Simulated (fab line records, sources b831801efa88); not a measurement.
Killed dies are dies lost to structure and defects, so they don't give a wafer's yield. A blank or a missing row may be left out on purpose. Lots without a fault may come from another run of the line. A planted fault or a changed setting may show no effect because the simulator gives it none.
Chamber matching | flow gf180mcu | GF_STI_CMP_25 on cmp-01: 4 sister chambers
The step polishes, stops on Si3N4, t overpolish 33 s, target thk 524.6 nm. 8 wafers are shown with their chamber, then 7 later ones without.

WAFERS WITH THEIR CHAMBER
wafer  | chamber | motor_current_A (A) | time_to_endpoint_s (s)
L506.3 | 3       | 10.6                | 116
L511.2 | 0       | 10.9                | 125
L511.5 | 2       | 12.6                | 124
L515.3 | 3       | 11.0                | 113
L515.4 | 2       | 12.6                | 126
L515.5 | 1       | 12.0                | 127
L516.3 | 0       | 11.1                | 125
L516.4 | 1       | 12.3                | 134

WAFERS WITHOUT THEIR CHAMBER
wafer  | motor_current_A (A) | time_to_endpoint_s (s)
L516.6 | 11.8                | 131
L517.1 | 10.6                | 115
L517.5 | 12.3                | 132
L517.6 | 12.1                | 133
L522.1 | 12.2                | 129
L522.3 | 10.4                | 127
L522.4 | 12.3                | 128

WHICH CHAMBER EACH WENT THROUGH
wafer  | from the rows above     | in truth
L516.6 | 1                       | 1
L517.1 | 3                       | 3
L517.5 | 1                       | 1
L517.6 | 1                       | 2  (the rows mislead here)
L522.1 | can't be placed: 1 or 2 | 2
L522.3 | can't be placed: 0 or 3 | 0
L522.4 | can't be placed: 1 or 2 | 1
Placed correctly: 3 of 7. Can't be placed from these rows: 3 (the true chamber is among the candidates in 3). Placed wrongly: 1.
How it was worked out, from the rows above alone: a wafer's distance from a chamber is the root of the sum, over the readings, of the square of ((its reading less the chamber's mean) divided by the reading's scatter). The wafer belongs to the nearest chamber; if the next one is less than 2 further off, it can't be placed. A chamber's mean is the mean of its shown wafers. The scatter: the root of (the sum of the squares of (reading less its chamber's mean) over the shown wafers, divided by (wafers less chambers)).
